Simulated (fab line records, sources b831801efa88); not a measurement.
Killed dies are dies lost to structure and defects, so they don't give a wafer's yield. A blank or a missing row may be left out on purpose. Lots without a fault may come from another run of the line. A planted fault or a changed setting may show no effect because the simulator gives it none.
fab line records | flow sfq_line
record lots=14 wafers=42 last_day=80
route steps=325 shown R5@216 C5@249 M6@261
lots that met no fault: from a run of the same line without faults
start_h: hours from the record's first day to the start of the lot's first wafer shown | wait_h: hours since the lot's step before | " the same as in the row above | L1.1+2: a row that stands for several wafers | - no value, or no start given | * or withheld: withheld | < > ~ a bound
route shown NAME@n: a module of which the file shows steps, and the number in the route of the first | usual: mean/standard deviation of fault-free wafers | same: alike in all rows | chamber/n: place in a boat | sites: the reading at each site | _std_site: their standard deviation | _edge_site: outer sites' mean less inner sites' | radius_mm: how far each site lies from the wafer's centre | mask NAME#n: copy n | behind: the tool/chamber that last shaped the wafer | hold: why the lot was held/for how many hours/how that ended | device: the transistor (n, p or np) that didn't switch | end of line: the same wafers' tests at the end of the route | a step without rows: its recipe alone | killed: dies lost to structure and defects at the first sort, not the wafer's yield | map: a wafer's dies, x killed, . not, _ none there
set.NAME: the setting as run; set.NAME@STEP: as run at that earlier step | model.NAME: the simulator's own value behind a step, which no gauge read
steps of the route over a sample of lots; a table a step, a row a wafer
services: from which hour (start_h, from the record's first day; less than 0 if before it) a tool's chamber was out of use, for how many hours, and why
## steps
# step SFQ_R5_THK_MEAS_934
# recipe thk_meas_gauge=xrf reads=MoNx_of_TRILAYER_R5_DEP_SPUTTER_133
# usual R5_MONX_THK=41.0/0.56
# columns lot.wafer tool chamber start_h wait_h R5_MONX_THK[nm]
L450.1 film_metro-03 - 1108.11 0.1 41.3
L450.5 " - " " 41.7
L450.6 " - " " 41.1
L451.2 film_metro-01 - 1114.01 0.1 40.6
L451.3 " - " " 40.3
L451.4 " - " " 40.0
L459.1 film_metro-04 - 1341.03 0.1 40.5
L459.2 " - " " 41.1
L459.4 " - " " 40.5
L460.1 film_metro-01 - 1353.20 0.1 41.4
L460.2 " - " " 42.1
L460.4 " - " " 41.8
L462.1 film_metro-03 - 1361.51 0.1 41.2
L462.4 " - " " 41.8
L462.5 " - " " 40.6
L463.1 film_metro-01 - 1374.26 0.1 41.4
L463.3 " - " " 42.0
L463.6 " - " " 41.0
L464.2 film_metro-01 - 1385.07 0.1 41.0
L464.4 " - " " 41.4
L464.6 " - " " 41.7
L465.1 film_metro-04 - 1392.26 0.1 41.4
L465.2 " - " " 41.4
L465.5 " - " " 40.9
L466.3 film_metro-04 - 1405.48 0.1 40.4
L466.5 " - " " 41.1
L466.6 " - " " 40.4
L467.1 film_metro-03 - 1415.93 0.1 40.7
L467.4 " - " " 40.2
L467.6 " - " " 41.3
L468.2 film_metro-03 - 1442.95 0.1 40.7
L468.3 " - " " 40.7
L468.5 " - " " 40.5
L469.2 film_metro-01 - 1449.22 0.1 41.7
L469.4 " - " " 41.0
L469.5 " - " " 41.6
L471.2 film_metro-01 - 1457.49 0.1 41.5
L471.4 " - " " 41.0
L471.6 " - " " 41.0
L472.1 film_metro-01 - 1461.26 0.1 41.2
L472.3 " - " " 41.3
L472.5 " - " " 40.7
# step SFQ_TRILAYER_R5_BARC_OPEN_METAL_ETCH_177
# recipe mask_material=PR chemistry=O2 target_depth_nm=125 target=BARC icp_w=600 bias_w=80 pressure_mtorr=10 time_s=41.7
# usual drypump_motor_current_A=5.4/0.37 oes_product_au=0.685/0.0046
# columns lot.wafer tool chamber start_h wait_h drypump_motor_current_A oes_product_au rf_hours_counter_h
L450.1 rie_metal-03 0 1259.15 0.0 5.3 0.679 118
L450.5 " 1 " " 5.4 0.685 -
L450.6 " 0 " " 5.3 0.686 -
L451.2 rie_metal-04 0 1266.35 0.0 5.1 0.692 139
L451.3 " 0 " " 5.1 0.683 -
L451.4 " 1 " " 4.9 0.681 -
L459.1 rie_metal-03 0 1345.95 0.0 5.3 0.681 129
L459.2 " 1 " " 5.4 0.696 118
L459.4 " 1 " " 5.4 0.685 -
L460.1 rie_metal-02 1 1355.55 0.0 5.9 0.688 20
L460.2 " 0 " " 5.8 0.680 64
L460.4 " 1 " " 5.9 0.679 -
L462.1 rie_metal-04 0 1490.06 0.0 5.1 0.691 10
L462.4 " 0 " " 5.1 0.684 -
L462.5 " 1 " " 4.9 0.690 -
L463.1 rie_metal-03 0 1498.46 0.0 5.3 0.687 1
L463.3 " 0 " " 5.3 0.691 -
L463.6 " 0 " " 5.3 0.682 -
L464.2 rie_metal-04 0 1503.26 0.0 5.1 0.691 13
L464.4 " 1 " " 4.9 0.693 -
L464.6 " 0 " " 5.1 0.686 -
L465.1 rie_metal-02 1 1508.87 0.0 5.9 0.690 40
L465.2 " 0 " " 5.8 0.690 84
L465.5 " 1 " " 5.9 0.677 -
L466.3 rie_metal-03 0 1519.71 0.1 5.3 0.686 -
L466.5 " 0 " " 5.3 0.687 -
L466.6 " 0 " " 5.3 0.685 -
L467.1 rie_metal-02 0 1529.21 0.0 5.8 0.683 88
L467.4 " 0 " " 5.7 0.685 -
L467.6 " 0 " " 5.7 0.690 -
L468.2 rie_metal-02 1 1550.81 0.0 5.9 0.688 47
L468.3 " 1 " " 5.9 0.682 -
L468.5 " 0 " " 5.8 0.694 -
L469.2 rie_metal-02 1 1555.61 0.0 5.9 0.681 48
L469.4 " 0 " " 5.8 0.688 -
L469.5 " 1 " " 5.9 0.680 -
L471.2 rie_metal-04 0 1564.01 0.0 5.1 0.691 22
L471.4 " 1 " " 4.9 0.687 -
L471.6 " 1 " " 4.9 0.684 -
L472.1 rie_metal-04 1 1566.41 0.0 4.8 0.682 41
L472.3 " 1 " " 4.9 0.688 -
L472.5 " 0 " " 5.1 0.689 -
# step SFQ_TRILAYER_C5_STRIP_STRIP_155
# recipe gas=O2 power_w=200 platen_temp_c=40 overash_fraction=0.65 chemistry=O2 pressure_mtorr=50
# usual chamber_pressure_mTorr=50.00/0.047 drypump_motor_current_A=5.24/0.15 oes_product_au=1.005/0.0096
# columns lot.wafer tool chamber start_h wait_h chamber_pressure_mTorr drypump_motor_current_A oes_product_au rf_hours_counter_h
L450.1 rie_metal-03 0 1517.30 - 49.93 5.30 0.997 7
L450.5 " 0 " " 50.00 5.31 0.990 -
L450.6 " 0 " " 49.99 5.30 0.993 -
L451.2 rie_metal-03 0 1522.10 - 49.95 5.31 0.999 8
L451.3 " 1 " " 49.97 5.44 1.003 -
L451.4 " 0 " " 50.01 5.30 1.004 -
L459.1 rie_metal-03 0 1584.50 - - - - -
L459.2 " 1 " " - - - -
L459.4 " 0 " " - - - -
L460.1 rie_metal-01 1 1585.70 - - - - -
L460.2 " 0 " " - - - -
L460.4 " 0 " " - - - -
L462.1 rie_metal-03 1 1629.93 - 50.07 5.40 1.019 19
L462.4 " 0 " " 50.00 5.30 0.997 -
L462.5 " 1 " " 50.01 5.42 1.015 -
L463.1 rie_metal-01 0 1630.90 - 49.99 5.06 1.015 74
L463.3 " 0 " " 50.02 5.07 1.021 -
L463.6 " 0 " " 50.00 5.06 1.011 -
L464.2 rie_metal-01 1 1633.30 - 49.92 5.16 1.017 54
L464.4 " 1 " " 49.95 5.16 1.015 -
L464.6 " 0 " " 50.04 5.06 1.005 -
L465.1 rie_metal-03 1 1635.86 - 50.00 5.41 1.013 20
L465.2 " 0 " " 50.10 5.32 1.000 28
L465.5 " 1 " " 49.99 5.40 1.012 -
L466.3 rie_metal-03 1 1641.90 - 49.97 5.41 0.998 -
L466.5 " 1 " " 50.01 5.38 1.001 -
L466.6 " 0 " " 50.01 5.32 1.007 -
L467.1 rie_metal-01 0 1644.10 - 49.98 5.07 1.001 77
L467.4 " 1 " " 49.90 5.18 1.004 -
L467.6 " 1 " " 49.98 5.16 0.998 -
L468.2 rie_metal-03 1 1656.24 - 50.01 5.43 0.995 23
L468.3 " 0 " " 50.02 5.29 0.999 -
L468.5 " 0 " " 50.06 5.29 1.000 -
L469.2 rie_metal-01 1 1659.84 - 50.00 5.15 1.006 59
L469.4 " 1 " " 50.04 5.17 1.015 -
L469.5 " 0 " " 49.92 5.08 1.004 -
L471.2 rie_metal-01 1 1669.44 - 49.97 5.17 1.014 61
L471.4 " 0 " " 50.06 5.07 1.011 -
L471.6 " 0 " " 49.99 5.07 1.022 -
L472.1 rie_metal-03 0 1673.04 - 50.00 5.31 0.996 35
L472.3 " 0 " " 49.99 5.32 1.001 -
L472.5 " 0 " " 49.92 5.30 1.007 -
# step SFQ_M6_OVL_MEAS_940
# usual M6_OVL=-3/6.2
# columns lot.wafer tool chamber start_h wait_h M6_OVL[nm]
L450.1 overlay-02 - 1527.73 0.1 -3
L450.5 " - " " -5
L450.6 " - " " -6
L451.2 overlay-02 - 1530.14 0.1 9
L451.3 " - " " 1
L451.4 " - " " 5
L459.1 overlay-02 - 1590.33 0.1 -2
L459.2 " - " " 10
L459.4 " - " " -1
L460.1 overlay-02 - 1591.53 0.1 -5
L460.2 " - " " 0
L460.4 " - " " 4
L462.1 overlay-01 - 1636.78 0.1 2
L462.4 " - " " 0
L462.5 " - " " -2
L463.1 overlay-02 - 1638.73 0.1 -4
L463.3 " - " " -9
L463.6 " - " " -6
L464.2 overlay-02 - 1639.93 0.1 -6
L464.4 " - " " -7
L464.6 " - " " -2
L465.1 overlay-01 - 1647.23 0.1 -7
L465.2 " - " " -6
L465.5 " - " " -6
L466.3 overlay-02 - 1649.64 0.1 -17
L466.5 " - " " -13
L466.6 " - " " -17
L467.1 overlay-02 - 1653.23 0.1 -10
L467.4 " - " " -7
L467.6 " - " " -5
L468.2 overlay-01 - 1661.63 0.1 -5
L468.3 " - " " -3
L468.5 " - " " -1
L469.2 overlay-01 - 1667.63 0.1 2
L469.4 " - " " 3
L469.5 " - " " -5
L471.2 overlay-01 - 1674.83 0.1 -5
L471.4 " - " " -5
L471.6 " - " " 6
L472.1 overlay-02 - 1678.43 0.1 2
L472.3 " - " " 1
L472.5 " - " " 2
## services
# columns tool chamber start_h hours kind
rie_metal-02 1 1245.18 11.8 repair
rie_metal-02 - 1280.43 2.0 repair
rie_metal-01 1 1281.49 6.9 repair
rie_metal-04 1 1284.01 6.5 repair
rie_metal-02 1 1312.15 21.1 repair
rie_metal-03 - 1357.59 0.9 repair
rie_metal-02 - 1363.36 14.6 pm
rie_metal-01 - 1379.99 0.9 repair
rie_metal-03 - 1391.84 1.2 repair
rie_metal-03 0 1400.56 18.8 repair
rie_metal-01 - 1420.45 0.4 repair
rie_metal-03 0 1470.63 - clean
rie_metal-03 0 1470.63 - consumable_replace:focus_ring
rie_metal-03 0 1470.63 21.3 scheduled_down
rie_metal-03 0 1470.63 21.3 vent_cycle
rie_metal-02 - 1495.19 0.2 repair
rie_metal-03 1 1498.24 - clean
rie_metal-03 1 1498.24 - consumable_replace:focus_ring
rie_metal-02 - 1498.49 0.2 repair
rie_metal-04 0 1528.84 5.5 repair
rie_metal-01 0 1556.29 14.0 repair
rie_metal-04 - 1577.31 2.8 pm
rie_metal-01 1 1624.47 7.3 repair
rie_metal-03 - 1666.10 0.6 repair
## key
first_sign step=SFQ_TRILAYER_C5_STRIP_STRIP_155 reading=tool_record direction=missing
effect none on later readings
met_at SFQ_TRILAYER_C5_STRIP_STRIP_155
struck_lots L459,L460
not_acting_at SFQ_R5_THK_MEAS_934,SFQ_TRILAYER_R5_BARC_OPEN_METAL_ETCH_177,SFQ_M6_OVL_MEAS_940
onset_between 1522.10 1584.50
fault kind=skipped_step_whole tool=rie_metal-01,rie_metal-03 chamber=- onset_h=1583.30 steps=SFQ_TRILAYER_C5_STRIP_STRIP_155 scope=struck_lots_only
